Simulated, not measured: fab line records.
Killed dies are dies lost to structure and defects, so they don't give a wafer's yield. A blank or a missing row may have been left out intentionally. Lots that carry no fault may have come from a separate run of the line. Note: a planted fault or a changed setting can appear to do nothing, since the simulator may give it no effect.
The tool behind it: which one? + flow gf180mcu + 21 wafers sampled from 7 lots at 1 step of a route of 602

## WHAT THE GAUGES SHOWED, per wafer
GF_HV_LDD_CD_MEAS_19: the cd target is 400 nm.
| lot  | measured     | on        | cd nm (nm)        |
|------|--------------|-----------|-------------------|
| L362 | day 10 22:40 | cd sem-01 | 397.7 398.5 399.0 |
| L364 | day 11 15:55 | cd sem-01 | 399.4 399.9 401.0 |
| L369 | day 12 22:35 | cd sem-01 | 401.8 402.5 400.7 |
| L372 | day 13 22:40 | cd sem-02 | 403.3 403.8 402.1 |
| L375 | day 15 05:22 | cd sem-02 | 400.8 402.1 398.3 |
| L381 | day 18 02:36 | cd sem-01 | 399.9 400.3 397.9 |
| L382 | day 18 13:02 | cd sem-01 | 396.6 395.4 397.4 |

## WHAT TOOL EACH LOT RAN ON (gives the tool, then ch and the chambers of the sampled wafers, and finally the start)
Before these readings, the record contains no process step.

## THE ANSWER, worked out from the rows above alone
Rule: the usual values come from the lots themselves. The widest of any qualifying gaps counts: lots, ordered by their means at a reading, are off when they make up no more than a third of the lots, leave a main group of 4 or more, and stand apart from it by 3 or more times the standard deviation of that group's means. A main group is skipped when, at the precision printed for the reading in the tables above, its means are all equal. A lot without any number at a reading at which 4 lots or more have one is off too. The other lots that the step has rows for count as sound.
Across all readings shown, no lot is off: no conclusion can be drawn from this.

## WHAT HAD BEEN PUT IN BY THE SIMULATOR
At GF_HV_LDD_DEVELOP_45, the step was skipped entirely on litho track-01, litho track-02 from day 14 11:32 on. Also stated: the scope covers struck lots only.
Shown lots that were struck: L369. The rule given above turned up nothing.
